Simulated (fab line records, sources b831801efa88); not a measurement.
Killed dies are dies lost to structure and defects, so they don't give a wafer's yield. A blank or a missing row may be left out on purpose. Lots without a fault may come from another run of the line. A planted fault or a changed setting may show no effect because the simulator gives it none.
A struck lot beside a sound one | flow sky130 | 32 steps out of a route of 708
Sound: wafers L731.1, L731.4, L731.6. Struck: wafers L747.3, L747.4, L747.5. The cause comes at the end.
At each step with rows: each side's tool, then ch and its chambers, then its first start. Under that, the readings that differ: sound wafers | struck wafers | difference of the means | sigmas: that difference in standard deviations of wafers without a fault.
alike: readings whose means differ by less than 2 such deviations, and words and numbers that are the same on both sides. not compared: withheld readings, readings that some wafer has no value for, bounds like >300 that may hide the same value, and numbers for which the record gives no deviation and whose values overlap.
The two part at a step that has a row with sigmas, a row that says differs or no value, or rows on one side only. Numbers that don't overlap but have no deviation are shown without sigmas and don't part them. A reading that every wafer of one side lacks parts them only if that side has two wafers or more.

SKY_CONTACT_ETCH_18: etches Si3N4 in CHF3/O2, stops on TiN, time 39 s, target depth 75 nm.
  sound on rie_diel-04 ch 0,2,3; struck on rie_diel-04 ch 0,1
  alike: drypump_motor_current_A, oes_product_au, throttle_valve_pct
  not compared: rf_hours_counter_h
SKY_CONTACT_STRIP_19: strips in O2/N2.
  sound on plasma_asher-03 ch 0, day 32 19:26; struck on plasma_asher-02 ch 0,1, day 36 20:28
  alike: drypump_motor_current_A, oes_product_au, strip_time_to_endpoint_s
  not compared: rf_hours_counter_h
then, 3 steps without rows for these wafers: SKY_CONTACT_STRIP_20 (strips in post etch residue remover, time 1200 s); SKY_CONTACT_CLEAN_21 (cleans in IPA, time 180 s); SKY_CONTACT_CLEAN_22 (cleans in O3/DIW).
SKY_CONTACT_SPUTTER_23: material TiN, target thk 20 nm, time 80 s.
  sound on pvd_sputter-04, day 32 20:02; struck on pvd_sputter-04, day 36 21:02
  alike: chamber_pressure_pa, throttle_valve_pct
then, 1 step without rows for these wafers: SKY_CONTACT_CVD_24 (deposits W, target thk 340 nm, time 102.12 s).
SKY_CONTACT_RS_MEAS_25: measures by four-point-probe.
  sound on film_metro-02, day 32 20:13; struck on film_metro-01, day 36 21:14
  alike: CONTACT_W_RS
SKY_CONTACT_THK_MEAS_26: measures by xrf.
  sound on film_metro-02, day 32 20:20; struck on film_metro-01, day 36 21:20
  alike: CONTACT_W_THK
then, 1 step without rows for these wafers: SKY_CONTACT_CMP_27 (polishes, stops on SiO2, t overpolish 15 s, target thk 0 nm).
SKY_METAL1_SPUTTER_00: material Ti, target thk 15 nm, time 10 s.
  sound on pvd_sputter-02, day 32 20:41; struck on pvd_sputter-02, day 36 21:41
  alike: chamber_pressure_pa, throttle_valve_pct
then, 1 step without rows for these wafers: SKY_METAL1_SPUTTER_01 (material TiN, target thk 20 nm, time 16.7 s).
SKY_METAL1_SPUTTER_02: material AlCu, target thk 250 nm, time 13.3 s.
  sound on pvd_sputter-02, day 32 20:44; struck on pvd_sputter-02, day 36 21:44
  reading                                     | sound                | struck               | difference | sigmas
  chamber_pressure_pa (Pa)                    | 0.4003 0.3998 0.3991 | 0.4664 0.4673 0.4671 | +0.0672    | +73
  throttle_valve_pct (%)                      | 30.6 30.3 30.3       | 28.2 28.3 28.4       | -2.1       | -2
  model.AlCu_of_METAL1_SPUTTER_02.thk_nm (nm) | 247.2 247.6 248      | 235.3 235.9 235.2    | -12.1      |
then, 2 steps without rows for these wafers: SKY_METAL1_SPUTTER_03 (material Ti, target thk 5 nm, time 3.3 s); SKY_METAL1_SPUTTER_04 (material TiN, target thk 70 nm, time 58.3 s).
SKY_METAL1_RS_MEAS_05: measures by four-point-probe.
  sound on film_metro-02, day 32 20:50; struck on film_metro-04, day 36 21:52
  reading                 | sound                | struck               | difference | sigmas
  METAL1_ALCU_RS (ohm/sq) | 0.1278 0.1280 0.1276 | 0.1362 0.1359 0.1363 | +0.0083    | +6
SKY_METAL1_THK_MEAS_06: measures by xrf.
  sound on film_metro-02, day 32 20:57; struck on film_metro-04, day 36 21:58
  reading              | sound             | struck            | difference | sigmas
  METAL1_ALCU_THK (nm) | 243.4 243.3 244.2 | 232.9 233.2 231.9 | -11.0      | -4
then, 8 steps without rows for these wafers: SKY_METAL1_DEHYDRATE_07 (time 60 s); SKY_METAL1_HMDS_08 (prime time 60 s); SKY_METAL1_COAT_09 (resist thk 60 nm); SKY_METAL1_COAT_10 (resist thk 450 nm); SKY_METAL1_SOFTBAKE_11 (time 90 s); SKY_METAL1_EXPOSE_12 (exposes mask MM1, target cd 140 nm); SKY_METAL1_PEB_13; SKY_METAL1_DEVELOP_14 (develop time 60 s).
SKY_METAL1_CD_MEAS_15: target cd 140 nm.
  sound on cd_sem-01, day 33 23:20; struck on cd_sem-01, day 37 23:14
  reading    | sound             | struck            | difference | sigmas
  cd_nm (nm) | 138.7 139.3 138.4 | 143.7 142.4 142.2 | +4.0       | +2
SKY_METAL1_OVL_MEAS_16:
  sound on overlay-02, day 33 23:28; struck on overlay-01, day 37 23:20
  alike: METAL1_OVL
then, 2 steps without rows for these wafers: SKY_METAL1_DESCUM_17 (chemistry O2, time 8 s); SKY_METAL1_ETCH_18 (etches BARC in N2/H2, stops on SiO2, time 45.9 s, target depth 60 nm).
SKY_METAL1_METAL_ETCH_19: etches the open film in Cl2/BCl3, stops on SiO2, target depth 360 nm, time 78 s.
  sound on rie_metal-01 ch 0,1, day 33 23:35; struck on rie_metal-02 ch 0,1, day 37 23:28
  reading                            | sound             | struck            | difference | sigmas
  model.METAL1.feature_depth_nm (nm) | 357.9 357.6 358.2 | 364.9 365.9 365.3 | +7.5       |
  model.etch.depth_nm (nm)           | 357.9 357.6 358.2 | 364.9 365.9 365.3 | +7.5       |
  alike: bcl3_flow_sccm, drypump_motor_current_A, oes_product_au, throttle_valve_pct
  not compared: rf_hours_counter_h
SKY_METAL1_STRIP_20: strips in O2/N2.
  sound on plasma_asher-03 ch 0,1, day 33 23:41; struck on plasma_asher-04 ch 0,1, day 37 23:34
  alike: drypump_motor_current_A, oes_product_au, strip_time_to_endpoint_s
  not compared: rf_hours_counter_h
-- the record jumps here: 12 days lie between the struck wafers' starts before and after (it left off in module METAL1 and takes up again in module PAD_OPEN, whose first step shown is number 708 of the route) --
SKY_PAD_OPEN_PROBE_99:
  sound on prober-02, day 46 13:09; struck on prober-01, day 49 16:10
  reading                    | sound                | struck               | difference | sigmas
  model.etest.met1.rs_ohm_sq | 0.1301 0.1299 0.1293 | 0.1367 0.1377 0.1364 | +0.0072    |
  alike: defect_limited_yield, killed_at_M0_to_M3, killed_at_M4_up, killed_at_contacts, killed_at_front_end, killed_at_other, killed_dies, killed_open, killed_short, sort_bin_3_pad_short, sort_bin_5_function, sort_bin_6_memory, sort_n_pass, sort_yield_pct
  not compared: model.etest.met1.line_ohm_um

WHERE THEY PART
First at SKY_METAL1_SPUTTER_02; last, within this record, at SKY_METAL1_CD_MEAS_15. Later steps at which nothing parts them and some readings are alike: SKY_METAL1_OVL_MEAS_16, SKY_METAL1_METAL_ETCH_19, SKY_METAL1_STRIP_20, SKY_PAD_OPEN_PROBE_99.

WHY: what the simulator had put in
Process parameter drift: pvd_sputter-02, from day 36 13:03 on, at SKY_METAL1_SPUTTER_02. Setting chamber_pressure_pa, moved by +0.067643, from 0.4. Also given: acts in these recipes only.
